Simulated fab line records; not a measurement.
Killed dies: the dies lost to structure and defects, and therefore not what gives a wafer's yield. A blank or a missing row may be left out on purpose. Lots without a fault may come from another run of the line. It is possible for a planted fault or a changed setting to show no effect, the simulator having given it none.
fab line records -- flow gf180mcu
record lots=7, wafers=20, lastDay=34
route steps=602 shown M5@539 V5@540 PASSIVATION@602
lots with no fault: from the same line, run without faults
startH: start of the lot's first displayed wafer, in hours after the record's first day -- waitH: how many hours have passed since the lot's step before this one -- " repeats the value in the row above -- L1.1+2: several wafers, shown together as one row -- - either no value or no given start -- * or withheld: withheld -- < > ~ a bound
route shown NAME@n: NAME is a module with steps in the file, n the number in the route of the first one -- usual: mean/standard deviation taken from wafers without a fault -- same: alike in all rows -- chamber/n: place in a boat -- sites: each site's reading -- _std_site: standard deviation of those values -- _edge_site: outer sites' mean less inner sites' -- radiusMm: how far each site lies from the wafer's centre -- mask NAME#n: copy n -- behind: the last tool/chamber to shape the wafer -- hold: reason for holding the lot/hours on hold/outcome of the hold -- device: which transistor (n, p or np) failed to switch -- end of line: the same wafers' tests at the end of the route -- a step with no rows: only its recipe -- killed: count of dies lost to structure and defects at first sort (not the wafer's yield) -- map: the dies of a wafer, with x for killed, . for not killed, _ for no die there
set.NAME: the run value of the setting; set.NAME@STEP: its run value at that earlier step -- model.NAME: the simulator's own value behind a step, which no gauge read
lots seen at some steps along the route; tables by step, rows by wafer
services: when a tool's chamber went out of use (startH, in hours from the record's first day, below 0 if earlier), for how many hours, and the reason
## steps
# step GF_M5_CLEAN_13
# recipe chemistry=DIW, dry=n2Spin
# step GF_V5_CVD_00
# recipe material=SiO2, targetThkNm=300, sigmaOpenFrac=0.3, tempC=400, timeS=50, sih4FlowSccm=60, pressureMtorr=6
# step GF_V5_THK_MEAS_01
# recipe reads=SiO2_of_V5_CVD_00
# usual V5_CVD_00_THK=299/3.7
lot.wafer,tool,chamber,startH,waitH,V5_CVD_00_THK[nm]
L872.1,filmMetro-04,-,609.28,0.0,300
L872.2,filmMetro-04,-,609.28,0.0,302
L872.4,filmMetro-04,-,609.28,0.0,302
L877.2,filmMetro-04,-,651.01,0.0,301
L877.5,filmMetro-04,-,651.01,0.0,304
L877.6,filmMetro-04,-,651.01,0.0,299
L879.1,filmMetro-01,-,664.07,0.0,307
L879.2,filmMetro-01,-,664.07,0.0,301
L879.4,filmMetro-01,-,664.07,0.0,308
L880.1,filmMetro-03,-,671.96,0.0,300
L880.2,filmMetro-03,-,671.96,0.0,305
L884.1,filmMetro-03,-,702.60,0.0,300
L884.2,filmMetro-03,-,702.60,0.0,296
L884.5,filmMetro-03,-,702.60,0.0,300
L886.1,filmMetro-03,-,717.23,0.0,294
L886.3,filmMetro-03,-,717.23,0.0,298
L886.6,filmMetro-03,-,717.23,0.0,294
L895.1,filmMetro-04,-,768.92,0.0,306
L895.3,filmMetro-04,-,768.92,0.0,299
L895.4,filmMetro-04,-,768.92,0.0,302
# step GF_V5_CVD_02
# recipe material=SiO2, targetThkNm=1450, precursor=TEOS, tempC=400, timeS=163.28, rfW=600
# usual heaterPowerW=636/79
lot.wafer,tool,chamber,startH,waitH,heaterPowerW
L872.1,pecvd-03,2,609.34,0.1,634
L872.2,pecvd-03,1,609.34,0.1,705
L872.4,pecvd-03,0,609.34,0.1,623
L877.2,pecvd-04,1,651.06,0.0,629
L877.5,pecvd-04,0,651.06,0.0,551
L877.6,pecvd-04,1,651.06,0.0,506
L879.1,pecvd-02,1,664.13,0.1,735
L879.2,pecvd-02,0,664.13,0.1,642
L879.4,pecvd-02,1,664.13,0.1,824
L880.1,pecvd-02,0,672.02,0.1,647
L880.2,pecvd-02,2,672.02,0.1,631
L884.1,pecvd-04,0,702.66,0.1,600
L884.2,pecvd-04,1,702.66,0.1,614
L884.5,pecvd-04,2,702.66,0.1,746
L886.1,pecvd-03,1,717.29,0.1,698
L886.3,pecvd-03,2,717.29,0.1,628
L886.6,pecvd-03,1,717.29,0.1,544
L895.1,pecvd-03,0,768.98,0.1,635
L895.3,pecvd-03,1,768.98,0.1,720
L895.4,pecvd-03,0,768.98,0.1,508
# step GF_V5_THK_MEAS_03
# recipe reads=SiO2_of_V5_CVD_02
# usual V5_CVD_02_THK=1451/18
lot.wafer,tool,chamber,startH,waitH,V5_CVD_02_THK[nm]
L872.1,filmMetro-03,-,609.44,0.1,1421
L872.2,filmMetro-03,-,609.44,0.1,1434
L872.4,filmMetro-03,-,609.44,0.1,1468
L877.2,filmMetro-04,-,651.18,0.1,1425
L877.5,filmMetro-04,-,651.18,0.1,1474
L877.6,filmMetro-04,-,651.18,0.1,1452
L879.1,filmMetro-01,-,664.24,0.1,1435
L879.2,filmMetro-01,-,664.24,0.1,1439
L879.4,filmMetro-01,-,664.24,0.1,1462
L880.1,filmMetro-03,-,672.12,0.1,1441
L880.2,filmMetro-03,-,672.12,0.1,1433
L884.1,filmMetro-03,-,702.76,0.1,1452
L884.2,filmMetro-03,-,702.76,0.1,1426
L884.5,filmMetro-03,-,702.76,0.1,1438
L886.1,filmMetro-03,-,717.39,0.1,1447
L886.3,filmMetro-03,-,717.39,0.1,1451
L886.6,filmMetro-03,-,717.39,0.1,1478
L895.1,filmMetro-04,-,769.08,0.1,1434
L895.3,filmMetro-04,-,769.08,0.1,1438
L895.4,filmMetro-04,-,769.08,0.1,1469
# step GF_V5_CMP_04
# recipe material=SiO2, downForcePsi=4, platenRpm=60, padVelocityMS=0.94248
# usual motorCurrentA=11.9/1.4
lot.wafer,tool,chamber,startH,waitH,motorCurrentA
L872.2,cmp-01,3,609.55,0.1,10.1
L872.4,cmp-01,0,609.55,0.1,14.5
L872.1,cmp-01,1,609.55,0.1,10.4
L877.2,cmp-02,3,651.49,0.3,11.7
L877.6,cmp-02,0,651.49,0.3,11.7
L877.5,cmp-02,1,651.49,0.3,11.7
L879.1,cmp-01,0,664.30,0.1,14.7
L879.2,cmp-01,2,664.30,0.1,11.3
L879.4,cmp-01,3,664.30,0.1,9.9
L880.1,cmp-01,2,672.18,0.1,11.1
L880.2,cmp-01,0,672.18,0.1,13.6
L884.2,cmp-02,2,702.82,0.0,13.2
L884.1,cmp-02,0,702.82,0.0,11.7
L884.5,cmp-02,3,702.82,0.0,11.6
L886.3,cmp-02,3,717.50,0.1,11.6
L886.1,cmp-02,1,717.50,0.1,11.4
L886.6,cmp-02,3,717.50,0.1,11.5
L895.4,cmp-01,3,769.14,0.0,9.9
L895.1,cmp-01,0,769.14,0.0,14.2
L895.3,cmp-01,2,769.14,0.0,11.2
# step GF_V5_BOW_MEAS_05
# recipe mode=bow
# usual V5_BOW=136/9.8
lot.wafer,tool,chamber,startH,waitH,V5_BOW[um]
L872.1,filmMetro-03,-,609.80,0.1,139
L872.2,filmMetro-03,-,609.80,0.1,149
L872.4,filmMetro-03,-,609.80,0.1,147
L877.2,filmMetro-04,-,651.66,0.1,127
L877.5,filmMetro-04,-,651.66,0.1,125
L877.6,filmMetro-04,-,651.66,0.1,130
L879.1,filmMetro-01,-,664.60,0.2,144
L879.2,filmMetro-01,-,664.60,0.2,125
L879.4,filmMetro-01,-,664.60,0.2,127
L880.1,filmMetro-03,-,672.48,0.2,130
L880.2,filmMetro-03,-,672.48,0.2,132
L884.1,filmMetro-01,-,703.12,0.1,155
L884.2,filmMetro-01,-,703.12,0.1,160
L884.5,filmMetro-01,-,703.12,0.1,145
L886.1,filmMetro-03,-,717.75,0.1,139
L886.3,filmMetro-03,-,717.75,0.1,128
L886.6,filmMetro-03,-,717.75,0.1,137
L895.1,filmMetro-04,-,769.44,0.2,140
L895.3,filmMetro-04,-,769.44,0.2,143
L895.4,filmMetro-04,-,769.44,0.2,142
# step GF_V5_DEHYDRATE_06
# recipe tempC=200, timeS=60
# step GF_V5_HMDS_07
# recipe primeTimeS=60, primeTempC=120
# step GF_V5_COAT_08
# recipe resist=BARC, tempC=withheld, timeS=withheld, spinRpm=withheld, resistThkNm=withheld
# step GF_V5_COAT_09
# recipe resist=KrF, spinRpm=withheld, resistThkNm=1000
# step GF_V5_SOFTBAKE_10
# recipe tempC=130, timeS=60, resist=KrF
# step GF_V5_EXPOSE_11
# recipe maskId=Via5, targetCdNm=260, na=0.68, sourceShape=conventional, sigmaOuter=0.6, doseMj=38
# usual exposureDoseMJCm2=37.98/0.038
# same na=0.68
lot.wafer,tool,chamber,startH,waitH,mask,exposureDoseMJCm2
L872.1,krfScanner-02,0,620.63,-,Via5#0,38.02
L872.2,krfScanner-02,0,620.63,-,Via5#0,37.95
L872.4,krfScanner-02,0,620.63,-,Via5#0,37.99
L877.2,krfScanner-02,0,662.14,-,Via5#0,38.02
L877.5,krfScanner-02,0,662.14,-,Via5#0,37.94
L877.6,krfScanner-02,0,662.14,-,Via5#0,37.95
L879.1,krfScanner-02,0,674.47,-,Via5#0,47.65
L879.2,krfScanner-02,0,674.47,-,Via5#0,47.65
L879.4,krfScanner-02,0,674.47,-,Via5#0,47.63
L880.1,krfScanner-02,0,682.04,-,Via5#0,47.71
L880.2,krfScanner-02,0,682.04,-,Via5#0,47.70
L884.1,krfScanner-02,0,712.73,-,Via5#0,43.99
L884.2,krfScanner-02,0,712.73,-,Via5#0,43.91
L884.5,krfScanner-02,0,712.73,-,Via5#0,43.96
L886.1,krfScanner-01,0,726.99,-,Via5#0,38.00
L886.3,krfScanner-01,0,726.99,-,Via5#0,37.98
L886.6,krfScanner-01,0,726.99,-,Via5#0,37.99
L895.1,krfScanner-01,0,777.11,-,Via5#0,37.91
L895.3,krfScanner-01,0,777.11,-,Via5#0,37.97
L895.4,krfScanner-01,0,777.11,-,Via5#0,37.96
# step GF_V5_PEB_12
# recipe pebTempC=135, pebTimeS=90, resist=KrF
# step GF_V5_DEVELOP_13
# recipe developTimeS=60, resist=KrF, devTempC=21
# step GF_V5_CD_MEAS_14
# recipe targetCdNm=260
# usual cdNm=259.9/1.1
lot.wafer,tool,chamber,startH,waitH,cdNm
L872.1,cdSem-02,-,630.28,0.1,259.9
L872.2,cdSem-02,-,630.28,0.1,260.0
L872.4,cdSem-02,-,630.28,0.1,259.9
L877.2,cdSem-02,-,671.84,0.1,260.4
L877.5,cdSem-02,-,671.84,0.1,260.0
L877.6,cdSem-02,-,671.84,0.1,260.4
L879.1,cdSem-01,-,683.68,0.1,292.8
L879.2,cdSem-01,-,683.68,0.1,294.2
L879.4,cdSem-01,-,683.68,0.1,294.0
L880.1,cdSem-01,-,691.74,0.1,295.2
L880.2,cdSem-01,-,691.74,0.1,294.4
L884.1,cdSem-02,-,721.58,0.1,282.1
L884.2,cdSem-02,-,721.58,0.1,281.5
L884.5,cdSem-02,-,721.58,0.1,281.8
L886.1,cdSem-02,-,735.12,0.1,261.6
L886.3,cdSem-02,-,735.12,0.1,260.6
L886.6,cdSem-02,-,735.12,0.1,262.0
L895.1,cdSem-02,-,785.34,0.2,258.5
L895.3,cdSem-02,-,785.34,0.2,258.8
L895.4,cdSem-02,-,785.34,0.2,258.6
# step GF_V5_OVL_MEAS_15
# usual V5_OVL=-3/5.8
lot.wafer,tool,chamber,startH,waitH,V5_OVL[nm]
L872.1,overlay-02,-,630.40,0.1,-9
L872.2,overlay-02,-,630.40,0.1,-12
L872.4,overlay-02,-,630.40,0.1,-8
L877.2,overlay-02,-,671.94,0.1,-7
L877.5,overlay-02,-,671.94,0.1,-8
L877.6,overlay-02,-,671.94,0.1,4
L879.1,overlay-01,-,683.80,0.1,-10
L879.2,overlay-01,-,683.80,0.1,1
L879.4,overlay-01,-,683.80,0.1,4
L880.1,overlay-01,-,691.86,0.1,4
L880.2,overlay-01,-,691.86,0.1,6
L884.1,overlay-02,-,721.70,0.1,2
L884.2,overlay-02,-,721.70,0.1,-2
L884.5,overlay-02,-,721.70,0.1,1
L886.1,overlay-01,-,735.24,0.1,3
L886.3,overlay-01,-,735.24,0.1,8
L886.6,overlay-01,-,735.24,0.1,-2
L895.1,overlay-01,-,785.46,0.1,1
L895.3,overlay-01,-,785.46,0.1,0
L895.4,overlay-01,-,785.46,0.1,-2
# step GF_V5_ETCH_16
# recipe chemistry=N2/H2, targetDepthA=withheld, overetchA=withheld, timeS=withheld, target=BARC, ionEnergyEv=200, sourceW=500, biasW=100, pressureMtorr=30, n2FlowSccm=100, h2FlowSccm=200
# usual biasW=100.03/0.29, drypumpMotorCurrentA=5.6/0.56, oesProductAu=0.856/0.0049, throttleValvePct=13.225/0.0087
lot.wafer,tool,chamber,startH,waitH,biasW,drypumpMotorCurrentA,oesProductAu,throttleValvePct,model.V5.cdNm
L872.1,rieDiel-03,0,630.44,0.0,100.11,6.5,0.863,13.223,260.8
L872.2,rieDiel-03,3,630.44,0.0,100.05,5.5,0.844,13.234,260.6
L872.4,rieDiel-03,2,630.44,0.0,100.11,5.8,0.866,13.210,260.3
L877.2,rieDiel-02,1,671.97,0.0,100.08,5.3,0.856,13.219,259.9
L877.5,rieDiel-02,3,671.97,0.0,99.95,5.1,0.852,13.242,260
L877.6,rieDiel-02,2,671.97,0.0,100.32,6.5,0.855,13.212,259.5
L879.1,rieDiel-03,0,683.84,0.0,99.35,6.5,0.855,13.220,293.9
L879.2,rieDiel-03,3,683.84,0.0,99.77,5.5,0.849,13.228,294.3
L879.4,rieDiel-03,2,683.84,0.0,99.97,5.8,0.845,13.213,293.7
L880.1,rieDiel-02,0,691.89,0.0,99.72,6.0,0.864,13.218,295.4
L880.2,rieDiel-02,1,691.89,0.0,99.91,5.4,0.858,13.227,295.7
L884.1,rieDiel-03,0,721.73,0.0,99.62,6.5,0.855,13.231,283.5
L884.2,rieDiel-03,3,721.73,0.0,100.28,5.4,0.858,13.226,282
L884.5,rieDiel-03,0,721.73,0.0,99.57,6.5,0.863,13.226,283
L886.1,rieDiel-03,0,735.27,0.0,99.83,6.5,0.857,13.240,262.8
L886.3,rieDiel-03,3,735.27,0.0,100.25,5.4,0.856,13.238,260.5
L886.6,rieDiel-03,0,735.27,0.0,99.83,6.5,0.851,13.218,263.1
L895.1,rieDiel-02,2,785.49,0.0,99.89,6.5,0.853,13.224,257.8
L895.3,rieDiel-02,1,785.49,0.0,100.17,5.3,0.845,13.237,258.4
L895.4,rieDiel-02,0,785.49,0.0,100.37,6.0,0.852,13.227,259.8
# step GF_V5_ETCH_17
# recipe chemistry=C4F8/O2/Ar, maskMaterial=KrF, target=SiO2, stopOn=TiN, sourceW=1500, biasW=1200, pressureMtorr=40, c4f8FlowSccm=withheld, O2_flow_sccm=6, Ar_flow_sccm=300, timeS=withheld, targetDepthA=8550
# usual biasW=1199/3.7, oesProductAu=0.860/0.0046
lot.wafer,tool,chamber,startH,waitH,biasW,oesProductAu,model.V5.cdNm
L872.1,rieDiel-03,0,-,-,1196,0.878,259.4
L872.2,rieDiel-03,3,-,-,1198,0.855,260.7
L872.4,rieDiel-03,2,-,-,1200,0.872,259.1
L877.2,rieDiel-02,1,-,-,1203,0.865,259.2
L877.5,rieDiel-02,3,-,-,1198,0.865,258.3
L877.6,rieDiel-02,2,-,-,1192,0.863,259.5
L879.1,rieDiel-03,0,-,-,1205,0.862,292.9
L879.2,rieDiel-03,3,-,-,1195,0.859,295
L879.4,rieDiel-03,2,-,-,1203,0.861,293.3
L880.1,rieDiel-02,0,-,-,1196,0.855,296.6
L880.2,rieDiel-02,1,-,-,1199,0.858,296
L884.1,rieDiel-03,0,-,-,1203,0.860,282.3
L884.2,rieDiel-03,3,-,-,1199,0.863,282.7
L884.5,rieDiel-03,0,-,-,1201,0.861,282.2
L886.1,rieDiel-03,0,-,-,1204,0.858,261.6
L886.3,rieDiel-03,3,-,-,1201,0.854,261.5
L886.6,rieDiel-03,0,-,-,1205,0.857,262.4
L895.1,rieDiel-02,2,-,-,1198,0.855,258.6
L895.3,rieDiel-02,1,-,-,1193,0.863,258.1
L895.4,rieDiel-02,0,-,-,1199,0.858,261.2
# step GF_V5_STRIP_18
# recipe chemistry=O2/N2, powerW=1400, pressureMtorr=1500, platenTempC=250, o2FlowSccm=3000, n2FlowSccm=300, overashFraction=0.5
# usual drypumpMotorCurrentA=5.8/0.48, heaterPowerW=338/21, o2FlowSccm=2999/9, oesProductAu=0.570/0.0055
# same overashFraction=0.5
lot.wafer,tool,chamber,startH,waitH,drypumpMotorCurrentA,heaterPowerW,o2FlowSccm,oesProductAu,rfHoursCounterH
L872.1,plasmaAsher-02,1,630.59,-,5.6,366,3002,0.570,21
L872.2,plasmaAsher-02,0,630.59,-,6.6,323,2992,0.567,21
L872.4,plasmaAsher-02,1,630.59,-,5.6,376,2997,0.576,-
L877.2,plasmaAsher-04,1,672.13,-,5.4,352,2997,0.573,58
L877.5,plasmaAsher-04,0,672.13,-,5.7,335,2994,0.563,-
L877.6,plasmaAsher-04,1,672.13,-,5.4,354,2985,0.573,-
L879.1,plasmaAsher-02,0,683.99,-,6.6,333,3000,0.578,27
L879.2,plasmaAsher-02,1,683.99,-,5.5,366,2995,0.564,27
L879.4,plasmaAsher-02,1,683.99,-,5.6,374,2995,0.575,-
L880.1,plasmaAsher-03,0,692.05,-,5.2,316,2986,0.571,105
L880.2,plasmaAsher-03,1,692.05,-,6.0,314,2979,0.573,105
L884.1,plasmaAsher-02,0,721.89,-,6.6,327,2997,0.571,31
L884.2,plasmaAsher-02,1,721.89,-,5.6,371,2992,0.568,31
L884.5,plasmaAsher-02,1,721.89,-,5.6,362,3005,0.575,-
L886.1,plasmaAsher-02,0,735.43,-,6.6,338,3013,0.570,32
L886.3,plasmaAsher-02,0,735.43,-,6.6,348,3008,0.578,-
L886.6,plasmaAsher-02,1,735.43,-,5.6,364,2994,0.580,-
L895.1,plasmaAsher-02,0,785.65,-,6.6,332,3001,0.563,37
L895.3,plasmaAsher-02,0,785.65,-,6.6,334,3006,0.576,-
L895.4,plasmaAsher-02,1,785.65,-,5.6,374,3006,0.572,-
# step GF_PASSIVATION_PROBE_99
lot.wafer,tool,chamber,startH,waitH,model.etest.via5Chain.rcOhm
L872.1,prober-01,-,674.48,0.1,7.138
L872.2,prober-01,-,674.53,0.1,6.704
L872.4,prober-01,-,674.63,0.2,7.31
L877.2,prober-02,-,714.18,0.1,6.881
L877.5,prober-02,-,714.33,0.2,6.92
L877.6,prober-02,-,714.38,0.2,6.918
L879.1,prober-02,-,724.88,0.1,5.611
L879.2,prober-02,-,724.93,0.1,5.389
L879.4,prober-02,-,725.03,0.2,5.565
L880.1,prober-01,-,732.90,0.1,5.471
L880.2,prober-01,-,732.95,0.1,5.285
L884.1,prober-02,-,760.00,0.1,5.938
L884.2,prober-02,-,760.05,0.1,5.742
L884.5,prober-02,-,760.20,0.2,6.113
L886.1,prober-02,-,773.21,0.1,6.917
L886.3,prober-02,-,773.31,0.2,7.045
L886.6,prober-02,-,773.46,0.2,6.687
L895.1,prober-01,-,820.00,0.1,6.963
L895.3,prober-01,-,820.10,0.2,6.921
L895.4,prober-01,-,820.15,0.2,6.631
# killed by level:class
L872.1 M5:geometricParticle:short=5 V5:geometricParticle:open=5 STI:geometricParticle:open=3 CONTACT:geometricParticle:open=3 V1:geometricParticle:open=3 V2:geometricParticle:open=3 CONTACT:geometricParticle:short=2 STI:geometricParticle:short=1
L872.2 V3:geometricParticle:open=6 CONTACT:geometricParticle:short=3 V2:geometricParticle:open=3 STI:geometricParticle:short=2 V1:geometricParticle:open=2 M2:geometricParticle:short=2 V5:geometricParticle:open=2 V3:geometricParticle:short=2
L872.4 V3:geometricParticle:open=6 V2:geometricParticle:open=4 V1:geometricParticle:open=3 M5:geometricParticle:short=3 STI:geometricParticle:open=2 V1:geometricParticle:short=2 M3:geometricParticle:short=2 V4:geometricParticle:open=2
L877.2 V1:geometricParticle:open=8 V3:geometricParticle:open=6 V4:geometricParticle:short=4 STI:geometricParticle:short=3 V4:geometricParticle:open=3 CONTACT:geometricParticle:open=2 M1:geometricParticle:short=2 V2:geometricParticle:short=2
L877.5 V1:geometricParticle:open=5 V2:geometricParticle:open=5 CONTACT:geometricParticle:open=4 M2:geometricParticle:short=4 STI:geometricParticle:open=3 V3:geometricParticle:short=3 V4:geometricParticle:short=3 M1:geometricParticle:open=2
L877.6 V1:geometricParticle:open=6 CONTACT:geometricParticle:open=4 V2:geometricParticle:short=4 V2:geometricParticle:open=4 V3:geometricParticle:open=4 V4:geometricParticle:short=4 STI:geometricParticle:open=3 V4:geometricParticle:open=3
L884.1 V5:geometricParticle:open=7 V3:geometricParticle:open=5 CONTACT:geometricParticle:open=4 V2:geometricParticle:open=4 POLY_GATE:geometricParticle:short=3 V2:geometricParticle:short=3 V4:geometricParticle:open=3 V4:geometricParticle:short=3
L884.2 V1:geometricParticle:open=8 CONTACT:geometricParticle:short=6 CONTACT:geometricParticle:open=5 V5:geometricParticle:short=5 V3:geometricParticle:open=4 V4:geometricParticle:open=4 STI:geometricParticle:short=3 V1:geometricParticle:short=3
L884.5 V3:geometricParticle:open=8 V5:geometricParticle:open=7 V2:geometricParticle:open=6 CONTACT:geometricParticle:open=3 STI:geometricParticle:open=2 CONTACT:geometricParticle:short=2 M1:geometricParticle:short=2 V1:geometricParticle:open=2
L886.1 STI:geometricParticle:short=8 STI:geometricParticle:open=6 V1:geometricParticle:open=4 V4:geometricParticle:open=4 CONTACT:geometricParticle:short=3 V2:geometricParticle:open=3 V3:geometricParticle:short=3 V5:geometricParticle:short=3
L886.3 V2:geometricParticle:open=5 V1:geometricParticle:open=5 CONTACT:geometricParticle:short=4 M1:geometricParticle:short=4 V1:geometricParticle:short=4 STI:geometricParticle:short=3 M2:geometricParticle:short=3 V4:geometricParticle:open=3
L886.6 V3:geometricParticle:open=9 V4:geometricParticle:open=7 V1:geometricParticle:open=4 V5:geometricParticle:open=4 CONTACT:geometricParticle:short=3 V2:geometricParticle:open=3 TOP_METAL:geometricParticle:short=3 STI:geometricParticle:short=2
L895.1 V3:geometricParticle:open=5 CONTACT:geometricParticle:open=5 M1:geometricParticle:short=4 V4:geometricParticle:open=3 V2:geometricParticle:short=3 V5:geometricParticle:open=3 V5:geometricParticle:short=3 STI:geometricParticle:open=2
L895.3 V4:geometricParticle:open=4 CONTACT:geometricParticle:short=3 M1:geometricParticle:short=3 V3:geometricParticle:short=3 V2:geometricParticle:open=3 V3:geometricParticle:open=3 V5:geometricParticle:open=3 STI:geometricParticle:open=2
L895.4 V2:geometricParticle:short=5 V4:geometricParticle:open=4 V3:geometricParticle:open=4 CONTACT:geometricParticle:short=3 V3:geometricParticle:short=3 V4:geometricParticle:short=3 STI:geometricParticle:short=2 STI:geometricParticle:open=2
## services
tool,chamber,startH,hours,kind
rieDiel-03,3,597.52,3.3,repair
rieDiel-03,-,604.15,0.6,repair
cmp-02,-,624.34,3.9,repair
krfScanner-02,-,631.01,1.3,pm
krfScanner-02,-,639.16,1.1,repair
rieDiel-03,-,641.43,0.7,repair
cmp-01,-,649.83,2.7,repair
pecvd-03,1,659.12,8.4,repair
rieDiel-03,3,669.23,5.5,repair
pecvd-03,2,680.99,3.7,repair
rieDiel-02,0,682.21,4.6,repair
rieDiel-02,-,692.43,28.1,pm
krfScanner-02,-,705.13,1.0,pm
rieDiel-03,1,707.93,6.8,repair
rieDiel-03,0,713.16,5.8,repair
rieDiel-03,3,714.38,5.1,repair
krfScanner-02,-,716.52,0.8,pm
rieDiel-03,1,720.83,1.9,repair
krfScanner-02,-,726.98,4.4,pm
cmp-01,-,728.68,2.3,repair
cmp-01,-,730.95,13.0,pm
cmp-02,-,744.07,4.9,pm
krfScanner-02,-,744.14,0.4,repair
cmp-01,-,744.21,4.0,pm
## key
firstSign step=GF_V5_EXPOSE_11, reading=exposureDoseMJCm2, direction=up, sigmas=99+, usual=37.98, struck=46.27
effect step=GF_V5_CD_MEAS_14, reading=cdNm, direction=up, sigmas=26, usual=259.9, struck=289.5, through=controlLoop
modelEffect step=GF_V5_ETCH_16, value=V5.cdNm, without=260.2, struck=290.2
modelEffect step=GF_V5_ETCH_17, value=V5.cdNm, without=260.1, struck=290.1
modelEffect step=GF_PASSIVATION_PROBE_99, value=etest.via5Chain.rcOhm, without=6.942, struck=5.639
metAt GF_V5_EXPOSE_11
struckWafers L879.1,L879.2,L879.4,L880.1,L880.2,L884.1,L884.2,L884.5
sortLeftOut L879.1,L879.2,L879.4,L880.1,L880.2
loopTrim step=GF_V5_EXPOSE_11, setting=dose, lots=L884
onsetBetween 662.14 674.47
fault kind=processParameterDrift, tool=krfScanner-02, chamber=-, onsetH=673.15, steps=GF_V5_EXPOSE_11, channel=doseMj, offset=9.7209, shape=step, actsIn=theseRecipesOnly, stated=38
# sortLeftOut: the simulated sort isn't trusted on such a fault, so these wafers' sort isn't shown, and their yield isn't known
# loopTrim: a control loop set the setting to another value than it would have without faults
